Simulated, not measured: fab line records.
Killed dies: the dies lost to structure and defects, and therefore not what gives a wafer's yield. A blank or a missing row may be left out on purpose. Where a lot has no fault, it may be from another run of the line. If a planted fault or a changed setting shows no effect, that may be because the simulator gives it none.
Problem report, 8D (eight disciplines) form, completed by code	flow gf180mcu	the parts of the form that need people (team, actions taken, sign-off) are left out

1. WHAT WENT WRONG
Mean M4_OVL at GF_M4_OVL_MEAS_15: 30 nm over 6 wafers in 2 lots; fault-free wafers: 2 nm, standard deviation 5.6. That puts it +4.9 standard deviations away from the usual mean.
The first sign was on wafer L852.2 at day 27 05:44, on overlay-01. The record has a number at this step for 39 wafers belonging to 13 lots. Rule for "out", or "out of limits": more than 4 standard deviations from the usual mean. Any other wafer with a number is counted as sound.

2. WHAT IT IS; WHAT IT IS NOT
question	is	is not
which readings at this step	M4_OVL	-
which lots	L852, L853	L841, L842, L843, L844, L845, L846, L848, L849, L850, L863, L864
which wafers of those lots	all that have a number	-
read on which gauges	overlay-01, overlay-02	-
when	from day 27 05:44	up to then (27 sound wafers); but 6 sound wafers of L863, L864 came after

3. SUSPECTS, AND WHAT RULES EACH OUT
Counting: a tool at any process step up to the reading remains a suspect when it ran all the lots that are out and ran no sound lot after the first of those.
- ruled out: the gauge at GF_M4_OVL_MEAS_15. 2 gauges (overlay-01, overlay-02) read the wafers that are out.
- krf scanner-01 at GF_M4_EXPOSE_11 (exposes mask Metal4, target cd 280 nm): kept. It ran every lot that is out, first L852 (day 26 19:32), and no sound lot after that; its last sound lot up to then is L848 (day 25 03:02).
After counting, what remains is krf scanner-01 at GF_M4_EXPOSE_11.

4. THE CAUSE (what the simulator had put in)
Scanner matching overlay: krf scanner-01, from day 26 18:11 on, at GF_M4_EXPOSE_11. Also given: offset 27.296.
After counting, this tool was the only one left.

5. THE EFFECT CHAIN, in route order
One row per reading whose mean, taken over the struck wafers that have a number, lies over 3 standard deviations from the usual. Scope: only readings with a usual standard deviation given in the record; hours: median across lots of the time from each lot's start at the first step in this table that gives one to its start at this step; sigmas: change in usual standard deviations.
hours	step	reading	usual	on struck wafers	change	sigmas
0	GF_M4_OVL_MEAS_15	M4_OVL	2 nm	30	+28	+4.9

6. HOW IT WOULD HAVE BEEN CAUGHT EARLIER
The first out-of-limits reading at a measuring or inspecting step in this record came at day 27 05:44, 12 hours after the fault's start at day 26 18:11.
Each of the lots that are out, 2 in all, had begun GF_M4_EXPOSE_11 on krf scanner-01 no later than day 27 05:44. Tool hold at that time: it would have spared none of them.
